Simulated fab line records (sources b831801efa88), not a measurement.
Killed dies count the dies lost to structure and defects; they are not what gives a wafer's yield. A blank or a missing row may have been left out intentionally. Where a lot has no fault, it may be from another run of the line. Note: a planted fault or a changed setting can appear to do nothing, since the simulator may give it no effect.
Code-filled problem report in 8D (eight disciplines) form :: flow gf180mcu :: the parts of the form that need people (team, actions taken, sign-off) are left out

1. WHAT WENT WRONG
Across 3 wafers from 2 lots, M2_ALCU_RS at GF_M2_RS_MEAS_05 averages 0.0487 ohm/sq, while fault-free wafers read 0.0698 ohm/sq with a standard deviation of 0.00088. Relative to the usual mean, that is a shift of -24 standard deviations.
The step: measures by four-point-probe.
First observed at day 25 22:49: wafer L906.4, on film-metro-04. The record holds 34 wafers of 12 lots with a number at this step. By rule, "out" or "out of limits" means more than 4 standard deviations away from the usual mean. Any other wafer with a number is counted as sound.

2. WHAT THIS IS AND IS NOT
question: which readings at this step
is: M2_ALCU_RS
is not: -

question: which lots
is: L905, L906
is not: L886, L890, L891, L892, L893, L894, L895, L896, L897, L899

question: which wafers of those lots
is: L905.3, L905.4, L906.4
is not: L906.5

question: read on which gauges
is: film-metro-04
is not: film-metro-02, film-metro-03

question: when
is: from day 25 22:49
is not: up to then (31 sound wafers)

3. WHAT RULES OUT EACH SUSPECT
Counting: any tool at a process step up to the reading remains a suspect provided it ran every lot that is out. Sound lots after the first of them don't rule it out here, since some wafers of a struck lot are sound.
- the gauge at GF_M2_RS_MEAS_05: ruled out. All the wafers that are out were read on film-metro-04, but those of them that GF_M2_METAL_ETCH_16 has rows for are out there too, on other tools.
- pvd-sputter-01 at GF_M2_SPUTTER_02 (material AlCu, target thk 450 nm, time 23.9 s): kept. It processed each lot that is out (first: L906, day 25 22:40); up to then, its last sound lot is L897 (day 21 23:55).
The count leaves pvd-sputter-01 at GF_M2_SPUTTER_02.

4. THE CAUSE (what the simulator had put in)
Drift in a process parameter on pvd-sputter-01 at GF_M2_SPUTTER_02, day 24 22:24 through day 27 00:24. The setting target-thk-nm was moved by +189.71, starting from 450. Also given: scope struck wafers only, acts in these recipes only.
After counting, this tool was the only one left.

5. SEQUENCE OF EFFECTS, ordered by route
Rows list readings where the struck wafers' mean (over those with a number) sits beyond 3 standard deviations from the usual. Only readings for which the record gives a usual standard deviation are gone through. hours: the time from each lot's start at the first step in this table that gives one to its start at this step, as a median over the lots. sigmas: the change in usual standard deviations.
hours: 0
step: GF_M2_RS_MEAS_05
reading: M2_ALCU_RS
usual: 0.0698 ohm/sq
on struck wafers: 0.0487
change: -0.0211
sigmas: -24

hours: 1
step: GF_M2_THK_MEAS_06
reading: M2_ALCU_THK
usual: 442 nm
on struck wafers: 629
change: +187
sigmas: +35

hours: 10
step: GF_M2_METAL_ETCH_16
reading: oes-product-au
usual: 0.970 a.u.
on struck wafers: 1.001
change: +0.031
sigmas: +4.6
It contains these process steps:
- GF_M2_METAL_ETCH_16: etches the open film in Cl2/BCl3, stops on SiO2, target depth 627.5 nm, time 104.6 s.
Later measuring or inspecting steps at which every struck wafer that the step has a row for has a number for every such reading, and none has moved that far: GF_M2_CD_MEAS_14, GF_M2_OVL_MEAS_15, GF_V2_THK_MEAS_03.

6. HOW IT WOULD HAVE BEEN CAUGHT EARLIER
Counted from the fault's start at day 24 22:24, it took 24 hours until the first out-of-limits reading at a measuring or inspecting step in this record, taken at day 25 22:49.
Of the tool readings at GF_M2_SPUTTER_02 for which the record gives a usual standard deviation, none was out on any struck wafer, so an alarm limit of 4 standard deviations on them would not have fired.
L905, from the lots that are out (2), started GF_M2_SPUTTER_02 on pvd-sputter-01 later than day 25 22:49. A hold on the tool at that time would have spared it.
